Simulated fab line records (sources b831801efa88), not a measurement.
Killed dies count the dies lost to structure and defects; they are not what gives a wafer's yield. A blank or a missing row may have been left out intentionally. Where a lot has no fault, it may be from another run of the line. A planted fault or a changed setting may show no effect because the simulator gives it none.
The tool behind it: which one?	flow gf180mcu	11 lots, 33 wafers sampled, at 7 steps of a route of 602

== WHAT THE GAUGES SHOWED, per wafer ==
GF_V3_OVL_MEAS_15. Usual: for V3_OVL the level is 0 nm and the standard deviation is 5.1.
lot	measured	on	V3_OVL (nm)	flag
L636	day 22 06:04	overlay-01	4 2 5	
L637	day 22 17:47	overlay-01	7 4 7	
L638	day 23 16:07	overlay-01	4 4 0	
L640	day 24 07:59	overlay-01	-1 -2 6	
L643	day 25 09:46	overlay-02	-5 1 -7	
L644	day 25 14:07	overlay-02	9 3 11	
L646	day 26 07:47	overlay-02	-6 -1 -4	
L650	day 27 07:25	overlay-01	-4 -2 -2	
L656	day 29 03:13	overlay-02	-11 -8 -10	
L657	day 29 05:34	overlay-02	-2 7 -1	
L659	day 29 23:25	overlay-01	7 8 -2	

GF_V3_RS_MEAS_24: the measuring method here is four-point-probe. Usual: for V3_W_RS the level is 0.3291 ohm/sq and the standard deviation is 0.0027.
lot	measured	on	V3_W_RS (ohm/sq)	flag
L636	day 22 07:07	filmMetro-01	0.3305 0.3278 0.3264	
L637	day 22 19:08	filmMetro-01	0.3265 0.3260 0.3279	
L638	day 23 17:01	filmMetro-02	0.3304 0.3233 0.3323	
L640	day 24 09:14	filmMetro-02	0.3291 0.3287 0.3290	
L643	day 25 10:41	filmMetro-02	0.3275 0.3305 0.3274	
L644	day 25 15:05	filmMetro-02	0.3292 0.3314 0.3296	
L646	day 26 08:43	filmMetro-02	0.2917 0.2913 0.2899	OFF
L650	day 27 08:24	filmMetro-04	0.2910 0.2906 0.2912	OFF
L656	day 29 04:09	filmMetro-01	0.3303 0.3256 0.3268	
L657	day 29 06:30	filmMetro-01	0.3224 0.3221 0.3251	
L659	day 30 00:22	filmMetro-02	0.3331 0.3323 0.3340	

GF_V3_THK_MEAS_25: measures by xrf. Usual: for V3_W_THK the level is 344 nm and the standard deviation is 3.6.
lot	measured	on	V3_W_THK (nm)	flag
L636	day 22 07:12	filmMetro-01	340 345 346	
L637	day 22 19:14	filmMetro-01	344 346 344	
L638	day 23 17:08	filmMetro-02	342 347 341	
L640	day 24 09:22	filmMetro-02	343 345 344	
L643	day 25 10:48	filmMetro-02	345 341 345	
L644	day 25 15:10	filmMetro-02	343 339 343	
L646	day 26 08:49	filmMetro-02	384 386 387	OFF
L650	day 27 08:31	filmMetro-04	390 393 392	OFF
L656	day 29 04:16	filmMetro-01	343 349 346	
L657	day 29 06:37	filmMetro-01	351 351 349	
L659	day 30 00:29	filmMetro-02	338 338 337	

GF_V4_BOW_MEAS_05. Usual: for V4_BOW the level is 135 um and the standard deviation is 12.
lot	measured	on	V4_BOW (um)	flag
L636	day 23 14:37	filmMetro-01	128 140 134	
L637	day 23 17:52	filmMetro-03	138 134 139	
L638	day 24 17:10	filmMetro-03	120 117 125	
L640	day 25 08:39	filmMetro-01	135 148 147	
L643	day 26 09:16	filmMetro-01	139 132 145	
L644	day 26 14:23	filmMetro-03	143 135 127	
L646	day 27 07:30	filmMetro-03	119 110 107	
L650	day 28 06:41	filmMetro-04	136 133 136	
L656	day 30 00:16	filmMetro-03	160 154 162	
L657	day 30 03:09	filmMetro-01	137 130 129	
L659	day 30 21:16	filmMetro-03	128 130 127	

== WHAT TOOL EACH LOT RAN ON (gives the tool, then ch and the chambers of the sampled wafers, and finally the start) ==
lot	GF_M3_SPUTTER_02	GF_V3_CVD_23	GF_V3_CMP_26
L636	pvdSputter-01, day 20 05:41	cvdW-01 ch 0,1, day 22 06:58	cmp-01 ch 0,1,3, day 22 07:20
L637	pvdSputter-02, day 20 17:23	cvdW-01 ch 0,1, day 22 19:01	cmp-02 ch 0,3, day 22 19:26
L638	pvdSputter-02, day 21 19:21	cvdW-01 ch 0,1, day 23 16:55	cmp-01 ch 1,2, day 23 17:17
L640	pvdSputter-03, day 22 03:15	cvdW-01 ch 0,1, day 24 09:08	cmp-01 ch 0,1, day 24 09:28
L643	pvdSputter-01, day 23 13:26	cvdW-02 ch 0,1, day 25 10:34	cmp-01 ch 0,2,3, day 25 10:51
L644	pvdSputter-03, day 23 16:46	cvdW-02 ch 0,1, day 25 14:56	cmp-01 ch 1,2,3, day 25 15:21
L646	pvdSputter-02, day 24 11:38	cvdW-02 ch 0,1, day 26 08:36	cmp-02 ch 0,3, day 26 09:00
L650	pvdSputter-02, day 25 12:08	cvdW-02 ch 1, day 27 08:17	cmp-01 ch 1,2,3, day 27 08:41
L656	pvdSputter-01, day 27 09:39	cvdW-01 ch 0, day 29 04:01	cmp-01 ch 1,2,3, day 29 04:22
L657	pvdSputter-01, day 27 12:48	cvdW-01 ch 0, day 29 06:22	cmp-01 ch 1,2,3, day 29 06:40
L659	pvdSputter-01, day 28 07:26	cvdW-01 ch 0,1, day 30 00:14	cmp-02 ch 0,1,2, day 30 00:35
- GF_M3_SPUTTER_02: material AlCu, target thk 450 nm, time 23.9 s.
- GF_V3_CVD_23: deposits W, target thk 350 nm, time 104.9 s.
- GF_V3_CMP_26: polishes, stops on SiO2, t overpolish 15 s, target thk 0 nm.

== AS READ BY THE TOOLS THEMSELVES (means over the sampled wafers that have a number; for cases with no such wafer, the mark the record gives instead) ==
GF_M3_SPUTTER_02. Usual: chamberPressurePa 0.4000 Pa, standard deviation 0.00078; throttleValvePct 30.0 %, standard deviation 1.2.
lot	tool	chamberPressurePa (Pa)	throttleValvePct (%)	flag
L636	pvdSputter-01	0.3992	29.8	
L637	pvdSputter-02	0.4001	30.0	
L638	pvdSputter-02	0.4004	31.9	
L640	pvdSputter-03	0.3999	30.8	
L643	pvdSputter-01	0.4005	29.8	
L644	pvdSputter-03	0.4003	29.0	
L646	pvdSputter-02	0.4005	29.7	
L650	pvdSputter-02	0.3999	30.3	
L656	pvdSputter-01	0.4001	29.4	
L657	pvdSputter-01	0.4003	29.3	
L659	pvdSputter-01	0.3998	29.7	

GF_V3_CVD_23. Usual: chamberPressureTorr 40.01 Torr, standard deviation 0.099; heaterPowerW 866 W, standard deviation 32.
lot	tool	chamberPressureTorr (Torr)	heaterPowerW (W)	flag
L636	cvdW-01	40.08	841	
L637	cvdW-01	39.93	858	
L638	cvdW-01	40.00	842	
L640	cvdW-01	39.95	848	
L643	cvdW-02	40.09	895	
L644	cvdW-02	40.02	906	
L646	cvdW-02	50.43	886	OFF
L650	cvdW-02	50.60	908	OFF
L656	cvdW-01	40.10	834	
L657	cvdW-01	40.11	835	
L659	cvdW-01	40.16	856	

GF_V3_CMP_26. Usual: motorCurrentA 11.2 A, standard deviation 0.62; timeToEndpointS 85.5 s, standard deviation 2.7.
lot	tool	motorCurrentA (A)	timeToEndpointS (s)	flag
L636	cmp-01	11.1	82.3	
L637	cmp-02	11.4	85.0	
L638	cmp-01	11.5	87.8	
L640	cmp-01	10.6	84.9	
L643	cmp-01	11.3	85.5	
L644	cmp-01	11.1	83.7	
L646	cmp-02	11.9	95.2	OFF
L650	cmp-01	11.4	100.3	OFF
L656	cmp-01	11.2	86.3	
L657	cmp-01	11.6	85.8	
L659	cmp-02	11.5	82.7	

== THE ANSWER, worked out from the rows above alone ==
Rule: lot off if the mean of its wafers having a number is beyond 3 standard deviations from the usual mean. Also off: a lot with no number at a reading for which 4 or more lots have one. The other lots that the step has rows for count as sound. After the gauges, taken in route order, come the tools' own readings; for these a lot's mean is taken, as printed above. The first step at which some lot is off is used, and at that step the reading that is off furthest; a lot without a number counts as furthest.
Off: at GF_V3_RS_MEAS_24 (V3_W_RS), L646, L650.
A tool fits if, at a process step before that reading, it ran every lot that is off, and no sound lot after the first of them. Not tried: the gauges at GF_V3_RS_MEAS_24; whatever is off there is also off at GF_V3_CVD_23, on other tools, and gauge error can't account for it. Undecided on this evidence; 2 tools fit (pvdSputter-02 at GF_M3_SPUTTER_02, cvdW-02 at GF_V3_CVD_23).

== WHAT WAS PUT IN BY THE SIMULATOR ==
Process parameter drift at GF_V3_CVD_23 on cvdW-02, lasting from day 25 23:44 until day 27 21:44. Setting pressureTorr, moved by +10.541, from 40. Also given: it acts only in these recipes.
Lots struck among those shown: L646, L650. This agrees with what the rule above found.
